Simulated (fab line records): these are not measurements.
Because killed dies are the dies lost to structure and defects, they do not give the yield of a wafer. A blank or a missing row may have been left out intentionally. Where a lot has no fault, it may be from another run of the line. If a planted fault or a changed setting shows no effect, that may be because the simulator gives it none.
fab line records | flow sky130 | part 1 of 2: steps 1 to 30 of 41
record lots=5 | wafers=15 | lastDay=50
route steps=708 shown SONOS_ONO@174 GATE_OXIDE@187 POLY_GATE@204 RES_PROTECT@206
lots with no fault: from the same line, run without faults
startH: the number of hours between the record's first day and the start of the first shown wafer of the lot | waitH: hours since the lot's step before | " same as the row above | L1.1+2: one row covering several wafers at once | - value missing, or start not given | * or withheld: withheld | < > ~ a bound
route shown NAME@n: NAME is a module with steps in the file, n the number in the route of the first one | usual: the fault-free wafers' mean and standard deviation | same: alike in all rows | chamber/n: place in a boat | sites: per-site readings | _std_site: standard deviation of those values | _edge_site: the outer-site mean with the inner-site mean subtracted | radiusMm: for every site, how far away it sits from the centre of the wafer | mask NAME#n: copy n | behind: the most recent tool/chamber to have shaped the wafer | hold: reason for holding the lot/hours on hold/outcome of the hold | device: whichever transistor did not switch (one of n, p or np) | end of line: the route-end tests of the same wafers | step lacking rows: just its recipe | killed: at the first sort, the dies lost to defects and structure; wafer yield is something else | map: per-die view of a wafer (x killed, . not killed, _ where there is no die)
set.NAME: the setting that was run; set.NAME@STEP: the one run at that earlier step | model.NAME: the simulator's own value behind a step, which no gauge read
lots at selected steps of the route; one table per step, one row per wafer
services: when a tool's chamber went out of use (startH, in hours from the record's first day, below 0 if earlier), for how many hours, and the reason
## steps
# step SKY_SONOS_ONO_DEHYDRATE_06
# recipe tempC=200 | timeS=60
lot.wafer  | tool          | chamber | startH | waitH
L081.1+3+6 | lithoTrack-04 | 0       | 341.75 | 12.6
L091.1+2+4 | lithoTrack-03 | 0       | 403.86 | 14.2
L092.1+5+6 | lithoTrack-03 | 0       | 412.91 | 13.8
L093.2+5+6 | lithoTrack-03 | 0       | 426.73 | 14.1
L097.2+5+6 | lithoTrack-04 | 0       | 458.93 | 14.0
# step SKY_SONOS_ONO_HMDS_07
# recipe primeTimeS=60 | primeTempC=120
# usual primeTempC=120.02/0.12
lot.wafer | tool          | chamber | startH | waitH | primeTempC
L081.1    | lithoTrack-04 | 0       | 341.90 | 0.1   | 120.05
L081.3    | "             | 0       | "      | "     | 120.04
L081.6    | "             | 0       | "      | "     | 120.19
L091.1    | lithoTrack-03 | 0       | 404.01 | 0.1   | 120.08
L091.2    | "             | 0       | "      | "     | 119.83
L091.4    | "             | 0       | "      | "     | 120.08
L092.1    | lithoTrack-03 | 0       | 413.06 | 0.1   | 120.15
L092.5    | "             | 0       | "      | "     | 119.96
L092.6    | "             | 0       | "      | "     | 120.03
L093.2    | lithoTrack-03 | 0       | 426.88 | 0.1   | 120.13
L093.5    | "             | 0       | "      | "     | 120.40
L093.6    | "             | 0       | "      | "     | 120.20
L097.2    | lithoTrack-04 | 0       | 459.08 | 0.1   | 120.08
L097.5    | "             | 0       | "      | "     | 120.00
L097.6    | "             | 0       | "      | "     | 120.20
# step SKY_SONOS_ONO_COAT_08
# recipe resist=NOVOLAK | spinRpm=3000 | resistThkNm=1140
lot.wafer  | tool          | chamber | startH | waitH
L081.1+3+6 | lithoTrack-04 | 0       | 342.05 | 0.1
L091.1+2+4 | lithoTrack-03 | 0       | 404.16 | 0.1
L092.1+5+6 | lithoTrack-03 | 0       | 413.21 | 0.1
L093.2+5+6 | lithoTrack-03 | 0       | 427.03 | 0.1
L097.2+5+6 | lithoTrack-04 | 0       | 459.23 | 0.1
# step SKY_SONOS_ONO_SOFTBAKE_09
# recipe tempC=90 | timeS=60 | resist=NOVOLAK
lot.wafer  | tool          | chamber | startH | waitH
L081.1+3+6 | lithoTrack-04 | 0       | 342.20 | 0.1
L091.1+2+4 | lithoTrack-03 | 0       | 404.31 | 0.1
L092.1+5+6 | lithoTrack-03 | 0       | 413.36 | 0.1
L093.2+5+6 | lithoTrack-03 | 0       | 427.18 | 0.1
L097.2+5+6 | lithoTrack-04 | 0       | 459.38 | 0.1
# step SKY_SONOS_ONO_EXPOSE_10
# recipe maskId=ONOM | targetCdNm=410 | na=0.6 | sourceShape=conventional | sigmaOuter=0.6 | doseMj=150
# usual focusOffsetNm=0.1/0.57
lot.wafer | tool            | chamber | startH | waitH | mask   | focusOffsetNm
L081.1    | ilineStepper-02 | 0       | -      | -     | ONOM#0 | 0.2
L081.3    | "               | 0       | "      | "     | ONOM#0 | -0.2
L081.6    | "               | 0       | "      | "     | ONOM#0 | 0.4
L091.1    | ilineStepper-01 | 0       | -      | -     | ONOM#0 | 0.0
L091.2    | "               | 0       | "      | "     | ONOM#0 | 0.5
L091.4    | "               | 0       | "      | "     | ONOM#0 | 0.7
L092.1    | ilineStepper-02 | 0       | -      | -     | ONOM#0 | 1.2
L092.5    | "               | 0       | "      | "     | ONOM#0 | 1.3
L092.6    | "               | 0       | "      | "     | ONOM#0 | 0.8
L093.2    | ilineStepper-02 | 0       | -      | -     | ONOM#0 | -0.6
L093.5    | "               | 0       | "      | "     | ONOM#0 | 1.1
L093.6    | "               | 0       | "      | "     | ONOM#0 | 0.6
L097.2    | ilineStepper-01 | 0       | -      | -     | ONOM#0 | -0.5
L097.5    | "               | 0       | "      | "     | ONOM#0 | 0.4
L097.6    | "               | 0       | "      | "     | ONOM#0 | 0.5
# step SKY_SONOS_ONO_PEB_11
# recipe tempC=withheld | timeS=* | resist=NOVOLAK
lot.wafer  | tool          | chamber | startH | waitH
L081.1+3+6 | lithoTrack-04 | 0       | -      | -
L091.1+2+4 | lithoTrack-03 | 0       | -      | -
L092.1+5+6 | lithoTrack-04 | 0       | -      | -
L093.2+5+6 | lithoTrack-04 | 0       | -      | -
L097.2+5+6 | lithoTrack-03 | 0       | -      | -
# step SKY_SONOS_ONO_DEVELOP_12
# recipe developTimeS=60 | devTempC=23
lot.wafer  | tool          | chamber | startH | waitH
L081.1+3+6 | lithoTrack-04 | 0       | 355.05 | 0.1
L091.1+2+4 | lithoTrack-03 | 0       | 418.56 | 0.1
L092.1+5+6 | lithoTrack-04 | 0       | 427.95 | 0.1
L093.2+5+6 | lithoTrack-04 | 0       | 441.43 | 0.1
L097.2+5+6 | lithoTrack-03 | 0       | 475.03 | 0.1
# step SKY_SONOS_ONO_CD_MEAS_13
# recipe targetCdNm=410
# usual cdNm=409.7/2.2
lot.wafer | tool     | chamber | startH | waitH | cdNm
L081.1    | cdSem-02 | -       | 355.20 | 0.1   | 414.4
L081.3    | "        | -       | "      | "     | 413.7
L081.6    | "        | -       | "      | "     | 413.6
L091.1    | cdSem-01 | -       | 418.71 | 0.1   | 412.5
L091.2    | "        | -       | "      | "     | 413.9
L091.4    | "        | -       | "      | "     | 411.3
L092.1    | cdSem-01 | -       | 428.10 | 0.1   | 405.7
L092.5    | "        | -       | "      | "     | 409.0
L092.6    | "        | -       | "      | "     | 407.0
L093.2    | cdSem-01 | -       | 441.57 | 0.1   | 408.0
L093.5    | "        | -       | "      | "     | 406.8
L093.6    | "        | -       | "      | "     | 408.4
L097.2    | cdSem-02 | -       | 475.18 | 0.1   | 410.5
L097.5    | "        | -       | "      | "     | 409.1
L097.6    | "        | -       | "      | "     | 409.9
# step SKY_SONOS_ONO_OVL_MEAS_14
# usual SONOS_ONO_OVL=-0.8/1.4
lot.wafer | tool       | chamber | startH | waitH | SONOS_ONO_OVL[nm]
L081.1    | overlay-02 | -       | 355.32 | 0.1   | -2.3
L081.3    | "          | -       | "      | "     | -3.7
L081.6    | "          | -       | "      | "     | -2.3
L091.1    | overlay-02 | -       | 418.83 | 0.1   | -0.7
L091.2    | "          | -       | "      | "     | 0.0
L091.4    | "          | -       | "      | "     | 0.8
L092.1    | overlay-01 | -       | 428.22 | 0.1   | -1.6
L092.5    | "          | -       | "      | "     | -1.5
L092.6    | "          | -       | "      | "     | -0.5
L093.2    | overlay-02 | -       | 441.68 | 0.1   | -2.5
L093.5    | "          | -       | "      | "     | -1.0
L093.6    | "          | -       | "      | "     | -0.8
L097.2    | overlay-01 | -       | 475.29 | 0.1   | 0.4
L097.5    | "          | -       | "      | "     | -0.2
L097.6    | "          | -       | "      | "     | 1.4
# step SKY_SONOS_ONO_ETCH_15
# recipe targetDepthNm=19.52 | chemistry=CHF3/O2 | sourceW=600 | biasW=200 | pressureMtorr=40 | chf3FlowSccm=50 | O2_flow_sccm=5 | timeS=7.8
# usual O2_flow_sccm=4.999/0.015 | drypumpMotorCurrentA=5.7/0.3 | oesProductAu=1.002/0.01 | throttleValvePct=8.824/0.0092
lot.wafer | tool       | chamber | startH | waitH | O2_flow_sccm | drypumpMotorCurrentA | oesProductAu | rfHoursCounterH | throttleValvePct
L081.1    | rieDiel-04 | 3       | 355.36 | 0.0   | 5.023        | 5.8                  | 1.011        | 9               | 8.823
L081.3    | "          | 0       | "      | "     | 5.011        | 6.0                  | 1.004        | 0               | 8.821
L081.6    | "          | 3       | "      | "     | 5.023        | 5.8                  | 1.007        | -               | 8.817
L091.1    | rieDiel-04 | 0       | 418.87 | 0.0   | 5.014        | 6.0                  | 1.003        | 2               | 8.823
L091.2    | "          | 1       | "      | "     | 5.014        | 5.2                  | 0.989        | 104             | 8.817
L091.4    | "          | 2       | "      | "     | 5.015        | 6.3                  | 1.014        | 2               | 8.823
L092.1    | rieDiel-04 | 3       | 428.26 | 0.0   | 4.981        | 5.8                  | 1.014        | 10              | 8.821
L092.5    | "          | 0       | "      | "     | 5.024        | 6.0                  | 1.014        | -               | 8.834
L092.6    | "          | 3       | "      | "     | 5.009        | 5.8                  | 1.021        | -               | 8.828
L093.2    | rieDiel-01 | 2       | 441.71 | 0.0   | 4.995        | 5.8                  | 0.984        | 12              | 8.810
L093.5    | "          | 3       | "      | "     | 5.028        | 5.6                  | 1.011        | -               | 8.825
L093.6    | "          | 0       | "      | "     | 4.993        | 5.9                  | 1.001        | -               | 8.826
L097.2    | rieDiel-03 | 0       | 475.32 | 0.0   | 5.027        | 5.5                  | 1.007        | 1               | 8.836
L097.5    | "          | 1       | "      | "     | 4.998        | 5.6                  | 1.005        | -               | 8.822
L097.6    | "          | 2       | "      | "     | 4.978        | 6.2                  | 1.007        | -               | 8.821
# step SKY_SONOS_ONO_WET_ETCH_16
# recipe chemistry=dHF | targetDepthNm=14 | dry=n2Spin | target=SiO2 | dilution=100:1 | tempC=25 | timeS=280
lot.wafer  | tool        | chamber | startH | waitH
L081.1+3+6 | wetBench-02 | 3       | 355.38 | 0.0
L091.1+2+4 | wetBench-03 | 3       | 418.89 | 0.0
L092.1+5+6 | wetBench-04 | 3       | 428.28 | 0.0
L093.2+5+6 | wetBench-03 | 3       | 441.73 | 0.0
L097.2+5+6 | wetBench-03 | 3       | 475.34 | 0.0
# step SKY_SONOS_ONO_STRIP_17
# recipe chemistry=O2/N2 | powerW=1400 | pressureMtorr=1500 | platenTempC=withheld | o2FlowSccm=3000 | n2FlowSccm=300 | overashFraction=0.5
# usual drypumpMotorCurrentA=5.9/0.38 | oesProductAu=0.710/0.0039 | stripTimeToEndpointS=14.09/0.038
lot.wafer | tool           | chamber | startH | waitH | drypumpMotorCurrentA | oesProductAu | rfHoursCounterH | stripTimeToEndpointS
L081.1    | plasmaAsher-02 | 1       | 355.47 | 0.0   | 5.8                  | 0.711        | 24              | 14.06
L081.3    | "              | 1       | "      | "     | 5.8                  | 0.711        | -               | 14.07
L081.6    | "              | 0       | "      | "     | 6.5                  | 0.707        | -               | 14.09
L091.1    | plasmaAsher-01 | 0       | 418.97 | 0.0   | 6.1                  | 0.705        | 73              | 14.11
L091.2    | "              | 1       | "      | "     | 5.3                  | 0.713        | 73              | 14.15
L091.4    | "              | 0       | "      | "     | 6.1                  | 0.711        | -               | 14.16
L092.1    | plasmaAsher-03 | 1       | 428.38 | 0.0   | 5.6                  | 0.706        | 61              | 14.08
L092.5    | "              | 1       | "      | "     | 5.6                  | 0.706        | -               | 14.06
L092.6    | "              | 0       | "      | "     | 5.9                  | 0.710        | -               | 14.02
L093.2    | plasmaAsher-01 | 0       | 441.81 | 0.0   | 6.1                  | 0.710        | 1               | 14.03
L093.5    | "              | 1       | "      | "     | 5.3                  | 0.709        | -               | 14.03
L093.6    | "              | 0       | "      | "     | 6.1                  | 0.708        | -               | 14.03
L097.2    | plasmaAsher-03 | 1       | 475.42 | 0.0   | 5.6                  | 0.711        | 66              | 14.07
L097.5    | "              | 1       | "      | "     | 5.6                  | 0.710        | -               | 14.06
L097.6    | "              | 0       | "      | "     | 5.9                  | 0.703        | -               | 14.08
# step SKY_SONOS_ONO_WET_ETCH_18
# recipe chemistry=H3PO4 | targetDepthNm=15 | target=Si3N4 | tempC=160 | timeS=172
lot.wafer  | tool        | chamber | startH | waitH
L081.1+3+6 | wetBench-04 | 1       | 355.57 | 0.1
L091.1+2+4 | wetBench-02 | 3       | 419.07 | 0.1
L092.1+5+6 | wetBench-04 | 3       | 428.48 | 0.1
L093.2+5+6 | wetBench-04 | 2       | 441.91 | 0.1
L097.2+5+6 | wetBench-02 | 2       | 475.52 | 0.1
# step SKY_GATE_OXIDE_CLEAN_00
# recipe chemistry=SC1/SC2 | mix=1:4:20 | tempC=70 | timeS=150 | dry=n2Spin
lot.wafer  | tool        | chamber | startH | waitH
L081.1+3+6 | wetBench-03 | 2       | 355.62 | 0.0
L091.1+2+4 | wetBench-03 | 1       | 419.13 | 0.0
L092.1+5+6 | wetBench-04 | 2       | 428.55 | 0.0
L093.2+5+6 | wetBench-03 | 1       | 441.98 | 0.0
L097.2+5+6 | wetBench-04 | 0       | 475.59 | 0.0
# step SKY_GATE_OXIDE_OXIDATION_01
# recipe tempC=900 | ambient=O2 | stabiliseS=600 | purgeS=300 | targetThkA=102.68 | oxTimeS=1473
# usual spikeTcTopC=909.9/1.6
# same oxTimeS=1473
lot.wafer | tool       | chamber | startH | waitH | spikeTcTopC
L081.1    | furnace-01 | 0       | 355.89 | 0.2   | 910.8
L081.3    | "          | 0       | "      | "     | 912.1
L081.6    | "          | 0       | "      | "     | 908.5
L091.1    | furnace-02 | 0       | 419.18 | 0.0   | 908.1
L091.2    | "          | 0       | "      | "     | 908.1
L091.4    | "          | 0       | "      | "     | 908.3
L092.1    | furnace-02 | 0       | 428.61 | 0.0   | 908.3
L092.5    | "          | 0       | "      | "     | 909.2
L092.6    | "          | 0       | "      | "     | 908.6
L093.2    | furnace-01 | 0       | 443.16 | 1.1   | 911.7
L093.5    | "          | 0       | "      | "     | 913.3
L093.6    | "          | 0       | "      | "     | 911.3
L097.2    | furnace-02 | 0       | 475.64 | 0.0   | 909.7
L097.5    | "          | 0       | "      | "     | 908.5
L097.6    | "          | 0       | "      | "     | 908.7
# step SKY_GATE_OXIDE_THK_MEAS_02
# recipe reads=SiO2_of_GATE_OXIDE_OXIDATION_01
# usual GATE_OXIDE_OXIDATION_00_THK=10.26/0.19
lot.wafer | tool         | chamber | startH | waitH | GATE_OXIDE_OXIDATION_00_THK[nm]
L081.1    | filmMetro-04 | -       | 357.30 | 0.0   | 10.41
L081.3    | "            | -       | "      | "     | 10.43
L081.6    | "            | -       | "      | "     | 10.52
L091.1    | filmMetro-04 | -       | 420.59 | 0.0   | 10.24
L091.2    | "            | -       | "      | "     | 10.19
L091.4    | "            | -       | "      | "     | 10.28
L092.1    | filmMetro-01 | -       | 430.02 | 0.0   | 10.13
L092.5    | "            | -       | "      | "     | 10.15
L092.6    | "            | -       | "      | "     | 10.22
L093.2    | filmMetro-04 | -       | 444.57 | 0.0   | 10.58
L093.5    | "            | -       | "      | "     | 10.48
L093.6    | "            | -       | "      | "     | 10.50
L097.2    | filmMetro-02 | -       | 477.06 | 0.0   | 10.00
L097.5    | "            | -       | "      | "     | 10.09
L097.6    | "            | -       | "      | "     | 10.03
# step SKY_GATE_OXIDE_DEHYDRATE_03
# recipe tempC=200 | timeS=60
lot.wafer  | tool          | chamber | startH | waitH
L081.1+3+6 | lithoTrack-02 | 0       | 370.62 | 13.3
L091.1+2+4 | lithoTrack-01 | 0       | 435.16 | 14.6
L092.1+5+6 | lithoTrack-02 | 0       | 444.82 | 14.8
L093.2+5+6 | lithoTrack-01 | 0       | 458.54 | 14.0
L097.2+5+6 | lithoTrack-01 | 0       | 491.29 | 14.2
# step SKY_GATE_OXIDE_HMDS_04
# recipe primeTimeS=60 | primeTempC=120
# usual primeTempC=120.01/0.15
lot.wafer | tool          | chamber | startH | waitH | primeTempC
L081.1    | lithoTrack-02 | 0       | 370.77 | 0.1   | 120.05
L081.3    | "             | 0       | "      | "     | 120.10
L081.6    | "             | 0       | "      | "     | 120.17
L091.1    | lithoTrack-01 | 0       | 435.31 | 0.1   | 120.01
L091.2    | "             | 0       | "      | "     | 119.72
L091.4    | "             | 0       | "      | "     | 119.79
L092.1    | lithoTrack-02 | 0       | 444.97 | 0.1   | 120.09
L092.5    | "             | 0       | "      | "     | 119.82
L092.6    | "             | 0       | "      | "     | 120.01
L093.2    | lithoTrack-01 | 0       | 458.69 | 0.1   | 120.00
L093.5    | "             | 0       | "      | "     | 120.24
L093.6    | "             | 0       | "      | "     | 120.06
L097.2    | lithoTrack-01 | 0       | 491.44 | 0.1   | 120.08
L097.5    | "             | 0       | "      | "     | 119.92
L097.6    | "             | 0       | "      | "     | 119.91
# step SKY_GATE_OXIDE_COAT_05
# recipe resist=NOVOLAK | spinRpm=3000 | resistThkNm=1140
lot.wafer  | tool          | chamber | startH | waitH
L081.1+3+6 | lithoTrack-02 | 0       | 370.92 | 0.1
L091.1+2+4 | lithoTrack-01 | 0       | 435.46 | 0.1
L092.1+5+6 | lithoTrack-02 | 0       | 445.12 | 0.1
L093.2+5+6 | lithoTrack-01 | 0       | 458.84 | 0.1
L097.2+5+6 | lithoTrack-01 | 0       | 491.59 | 0.1
# step SKY_GATE_OXIDE_SOFTBAKE_06
# recipe tempC=90 | timeS=60 | resist=NOVOLAK
lot.wafer  | tool          | chamber | startH | waitH
L081.1+3+6 | lithoTrack-02 | 0       | 371.07 | 0.1
L091.1+2+4 | lithoTrack-01 | 0       | 435.61 | 0.1
L092.1+5+6 | lithoTrack-02 | 0       | 445.27 | 0.1
L093.2+5+6 | lithoTrack-01 | 0       | 458.99 | 0.1
L097.2+5+6 | lithoTrack-01 | 0       | 491.74 | 0.1
# step SKY_GATE_OXIDE_EXPOSE_07
# recipe maskId=LVOM | na=0.6 | sourceShape=conventional | sigmaOuter=0.6 | polarization=unpolarized | targetCdNm=600 | doseMj=170
# usual focusOffsetNm=0.1/0.57
lot.wafer | tool            | chamber | startH | waitH | mask   | focusOffsetNm
L081.1    | ilineStepper-01 | 0       | -      | -     | LVOM#0 | 0.3
L081.3    | "               | 0       | "      | "     | LVOM#0 | -0.4
L081.6    | "               | 0       | "      | "     | LVOM#0 | 0.4
L091.1    | ilineStepper-01 | 0       | -      | -     | LVOM#0 | 0.7
L091.2    | "               | 0       | "      | "     | LVOM#0 | -0.1
L091.4    | "               | 0       | "      | "     | LVOM#0 | 0.6
L092.1    | ilineStepper-01 | 0       | -      | -     | LVOM#0 | -0.8
L092.5    | "               | 0       | "      | "     | LVOM#0 | -0.4
L092.6    | "               | 0       | "      | "     | LVOM#0 | -0.2
L093.2    | ilineStepper-02 | 0       | -      | -     | LVOM#0 | 0.0
L093.5    | "               | 0       | "      | "     | LVOM#0 | 0.4
L093.6    | "               | 0       | "      | "     | LVOM#0 | 0.6
L097.2    | ilineStepper-02 | 0       | -      | -     | LVOM#0 | 0.9
L097.5    | "               | 0       | "      | "     | LVOM#0 | 0.4
L097.6    | "               | 0       | "      | "     | LVOM#0 | 0.7
# step SKY_GATE_OXIDE_PEB_08
# recipe tempC=withheld | timeS=* | resist=NOVOLAK
lot.wafer  | tool          | chamber | startH | waitH
L081.1+3+6 | lithoTrack-04 | 0       | -      | -
L091.1+2+4 | lithoTrack-01 | 0       | -      | -
L092.1+5+6 | lithoTrack-04 | 0       | -      | -
L093.2+5+6 | lithoTrack-04 | 0       | -      | -
L097.2+5+6 | lithoTrack-02 | 0       | -      | -
# step SKY_GATE_OXIDE_DEVELOP_09
# recipe resist=NOVOLAK | developer=TMAH | developTimeS=60 | devTempC=23
lot.wafer  | tool          | chamber | startH | waitH
L081.1+3+6 | lithoTrack-04 | 0       | 384.75 | 0.1
L091.1+2+4 | lithoTrack-01 | 0       | 449.56 | 0.1
L092.1+5+6 | lithoTrack-04 | 0       | 460.45 | 0.1
L093.2+5+6 | lithoTrack-04 | 0       | 474.63 | 0.1
L097.2+5+6 | lithoTrack-02 | 0       | 506.84 | 0.1
# step SKY_GATE_OXIDE_OVL_MEAS_10
# usual GATE_OXIDE_OVL=-1.5/1.3
lot.wafer | tool       | chamber | startH | waitH | GATE_OXIDE_OVL[nm]
L081.1    | overlay-01 | -       | 384.90 | 0.1   | -2.5
L081.3    | "          | -       | "      | "     | -1.4
L081.6    | "          | -       | "      | "     | -2.0
L091.1    | overlay-02 | -       | 449.71 | 0.1   | -1.9
L091.2    | "          | -       | "      | "     | -2.5
L091.4    | "          | -       | "      | "     | -1.1
L092.1    | overlay-01 | -       | 460.60 | 0.1   | -1.1
L092.5    | "          | -       | "      | "     | -1.1
L092.6    | "          | -       | "      | "     | -2.2
L093.2    | overlay-01 | -       | 474.76 | 0.1   | -2.2
L093.5    | "          | -       | "      | "     | -0.7
L093.6    | "          | -       | "      | "     | -0.6
L097.2    | overlay-02 | -       | 506.97 | 0.1   | -2.7
L097.5    | "          | -       | "      | "     | -5.4
L097.6    | "          | -       | "      | "     | -2.4
# step SKY_GATE_OXIDE_IMPLANT_11
# recipe species=B | energyKev=10 | doseCm2=2.6e+12 | tiltDeg=withheld
# usual beamEnergyKeV=10.000/0.0028 | endStationPressureTorr=5.05e-06/2.2e-07
lot.wafer | tool         | chamber | startH | waitH | beamEnergyKeV | endStationPressureTorr
L081.1    | implanter-04 | 0       | 384.94 | 0.0   | 10.000        | 5.06e-06
L081.3    | "            | 0       | "      | "     | 10.000        | 4.65e-06
L081.6    | "            | 0       | "      | "     | 9.9992        | 4.88e-06
L091.1    | implanter-02 | 0       | 449.75 | 0.0   | 9.9987        | 4.82e-06
L091.2    | "            | 0       | "      | "     | 10.0000       | 4.95e-06
L091.4    | "            | 0       | "      | "     | 10.002        | 5.15e-06
L092.1    | implanter-03 | 0       | 460.64 | 0.0   | 9.9985        | 5.22e-06
L092.5    | "            | 0       | "      | "     | 10.000        | 4.97e-06
L092.6    | "            | 0       | "      | "     | 10.003        | 4.82e-06
L093.2    | implanter-03 | 0       | 474.81 | 0.0   | 10.007        | 5.42e-06
L093.5    | "            | 0       | "      | "     | 10.001        | 5.22e-06
L093.6    | "            | 0       | "      | "     | 10.000        | 4.83e-06
L097.2    | implanter-02 | 0       | 507.03 | 0.0   | 9.9992        | 5.12e-06
L097.5    | "            | 0       | "      | "     | 10.003        | 4.88e-06
L097.6    | "            | 0       | "      | "     | 10.006        | 4.89e-06
# step SKY_GATE_OXIDE_WET_ETCH_12
# recipe chemistry=dHF | targetDepthNm=16.8 | dry=n2Spin | target=SiO2 | dilution=100:1 | tempC=25 | timeS=336
lot.wafer  | tool        | chamber | startH | waitH
L081.1+3+6 | wetBench-03 | 3       | 385.09 | 0.1
L091.1+2+4 | wetBench-03 | 3       | 449.90 | 0.1
L092.1+5+6 | wetBench-04 | 2       | 460.79 | 0.1
L093.2+5+6 | wetBench-02 | 3       | 474.94 | 0.1
L097.2+5+6 | wetBench-02 | 1       | 507.15 | 0.1
# step SKY_GATE_OXIDE_STRIP_13
# recipe chemistry=O2/N2 | powerW=1400 | pressureMtorr=1500 | platenTempC=withheld | o2FlowSccm=3000 | n2FlowSccm=300 | overashFraction=0.5
# usual drypumpMotorCurrentA=5.9/0.44 | oesProductAu=0.716/0.0044 | stripTimeToEndpointS=14.21/0.036
lot.wafer | tool           | chamber | startH | waitH | drypumpMotorCurrentA | oesProductAu | rfHoursCounterH | stripTimeToEndpointS
L081.1    | plasmaAsher-04 | 1       | 385.20 | 0.0   | 5.3                  | 0.720        | 67              | 14.25
L081.3    | "              | 0       | "      | "     | 6.0                  | 0.716        | -               | 14.29
L081.6    | "              | 1       | "      | "     | 5.3                  | 0.719        | -               | 14.24
L091.1    | plasmaAsher-04 | 1       | 450.00 | 0.0   | 5.2                  | 0.718        | 73              | 14.19
L091.2    | "              | 0       | "      | "     | 6.0                  | 0.713        | 73              | 14.21
L091.4    | "              | 1       | "      | "     | 5.3                  | 0.717        | -               | 14.22
L092.1    | plasmaAsher-02 | 0       | 460.89 | 0.0   | 6.5                  | 0.708        | 35              | 14.20
L092.5    | "              | 0       | "      | "     | 6.5                  | 0.714        | -               | 14.24
L092.6    | "              | 1       | "      | "     | 5.8                  | 0.715        | -               | 14.24
L093.2    | plasmaAsher-01 | 1       | 475.05 | 0.0   | 5.3                  | 0.720        | 4               | 14.23
L093.5    | "              | 1       | "      | "     | 5.3                  | 0.722        | -               | 14.23
L093.6    | "              | 0       | "      | "     | 6.1                  | 0.715        | -               | 14.24
L097.2    | plasmaAsher-02 | 1       | 507.25 | 0.0   | 5.8                  | 0.718        | 39              | 14.16
L097.5    | "              | 1       | "      | "     | 5.8                  | 0.710        | -               | 14.20
L097.6    | "              | 0       | "      | "     | 6.5                  | 0.725        | -               | 14.18
# step SKY_GATE_OXIDE_TW_MEAS_14
# usual GATE_OXIDE_TW=224.2/3
lot.wafer | tool         | chamber | startH | waitH | GATE_OXIDE_TW
L081.1    | filmMetro-02 | -       | 385.30 | 0.1   | 226.6
L081.3    | "            | -       | "      | "     | 226.3
L081.6    | "            | -       | "      | "     | 225.3
L091.1    | filmMetro-01 | -       | 450.10 | 0.1   | 219.4
L091.2    | "            | -       | "      | "     | 221.4
L091.4    | "            | -       | "      | "     | 219.9
L092.1    | filmMetro-02 | -       | 460.99 | 0.1   | 228.2
L092.5    | "            | -       | "      | "     | 227.3
L092.6    | "            | -       | "      | "     | 226.8
L093.2    | filmMetro-02 | -       | 475.16 | 0.1   | 226.9
L093.5    | "            | -       | "      | "     | 227.3
L093.6    | "            | -       | "      | "     | 226.8
L097.2    | filmMetro-01 | -       | 507.36 | 0.1   | 219.9
L097.5    | "            | -       | "      | "     | 221.6
L097.6    | "            | -       | "      | "     | 220.7
# step SKY_GATE_OXIDE_CLEAN_15
# recipe chemistry=SC1/SC2 | mix=1:4:20 | tempC=70 | timeS=150 | dry=n2Spin
lot.wafer  | tool        | chamber | startH | waitH
L081.1+3+6 | wetBench-02 | 1       | 385.36 | 0.1
L091.1+2+4 | wetBench-03 | 0       | 450.16 | 0.1
L092.1+5+6 | wetBench-04 | 2       | 461.05 | 0.1
L093.2+5+6 | wetBench-04 | 0       | 475.21 | 0.0
L097.2+5+6 | wetBench-03 | 3       | 507.41 | 0.0
# step SKY_GATE_OXIDE_OXIDATION_16
# recipe tempC=800 | ambient=O2 | idleTempC=700 | rampUpCPerMin=10 | rampDownCPerMin=3 | stabiliseS=600 | purgeS=300 | targetThkA=35.7 | oxTimeS=1915
# usual spikeTcTopC=812.4/1.6
# same oxTimeS=1915
lot.wafer | tool       | chamber | startH | waitH | spikeTcTopC
L081.1    | furnace-02 | 0       | 386.24 | 0.8   | 811.2
L081.3    | "          | 0       | "      | "     | 810.5
L081.6    | "          | 0       | "      | "     | 811.5
L091.1    | furnace-01 | 0       | 450.21 | 0.0   | 814.4
L091.2    | "          | 0       | "      | "     | 813.1
L091.4    | "          | 0       | "      | "     | 813.2
L092.1    | furnace-02 | 0       | 461.48 | 0.4   | 811.7
L092.5    | "          | 0       | "      | "     | 811.0
L092.6    | "          | 0       | "      | "     | 813.1
L093.2    | furnace-01 | 0       | 475.26 | 0.0   | 812.4
L093.5    | "          | 0       | "      | "     | 814.8
L093.6    | "          | 0       | "      | "     | 812.6
L097.2    | furnace-01 | 0       | 507.47 | 0.0   | 815.9
L097.5    | "          | 0       | "      | "     | 813.2
L097.6    | "          | 0       | "      | "     | 812.6
